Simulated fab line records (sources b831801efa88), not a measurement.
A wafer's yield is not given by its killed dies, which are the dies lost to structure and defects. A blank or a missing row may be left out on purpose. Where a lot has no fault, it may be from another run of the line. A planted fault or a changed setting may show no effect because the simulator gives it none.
Matching of chambers + flow sky130 + SKY_POLY_GATE_ETCH_15 on rieDiel-03: 4 sister chambers
The step etches BARC in N2/H2, stops on SiO2, time 118.5 s, target depth 110 nm. 7 wafers are shown with their chamber, then 7 later ones without.

## EACH WAFER AND ITS CHAMBER
| wafer  | chamber | drypumpMotorCurrentA (A) | runLengthS (s) |
|--------|---------|--------------------------|----------------|
| L789.1 | 3       | 6.3                      | 146.4          |
| L789.3 | 0       | 5.6                      | 146.6          |
| L789.6 | 0       | 5.7                      | 146.5          |
| L792.5 | 2       | 5.0                      | 147.2          |
| L792.6 | 3       | 6.3                      | 146.8          |
| L791.3 | 1       | 5.9                      | 146.3          |
| L791.4 | 2       | 5.0                      | 147.3          |

## WAFERS WITHOUT THEIR CHAMBER
| wafer  | drypumpMotorCurrentA (A) | runLengthS (s) |
|--------|--------------------------|----------------|
| L791.5 | 5.6                      | 147.0          |
| L793.1 | 5.0                      | 147.4          |
| L793.2 | 5.9                      | 146.6          |
| L793.6 | 5.6                      | 146.8          |
| L796.2 | 5.6                      | 146.5          |
| L796.5 | 5.6                      | 147.1          |
| L800.2 | 5.9                      | 146.2          |

## EACH ONE'S CHAMBER
| wafer  | from the rows above | in truth |
|--------|---------------------|----------|
| L791.5 | 0                   | 0        |
| L793.1 | 2                   | 2        |
| L793.2 | 1                   | 1        |
| L793.6 | 0                   | 0        |
| L796.2 | 0                   | 0        |
| L796.5 | 0                   | 0        |
| L800.2 | 1                   | 1        |
Placed correctly: 7 of 7. Number that these rows cannot place: 0. Placed wrongly: 0.
How it was worked out, from the rows above alone: a wafer's distance from a chamber is the root of the sum, over the readings, of the square of ((its reading less the chamber's mean) divided by the reading's scatter). The wafer belongs to the nearest chamber; if the next one is less than 2 further off, it can't be placed. The mean given for a chamber averages the wafers shown for that chamber. The scatter is the square root of a quotient: the sum, over the shown wafers, of each reading's squared deviation from its chamber's mean, divided by wafers minus chambers.
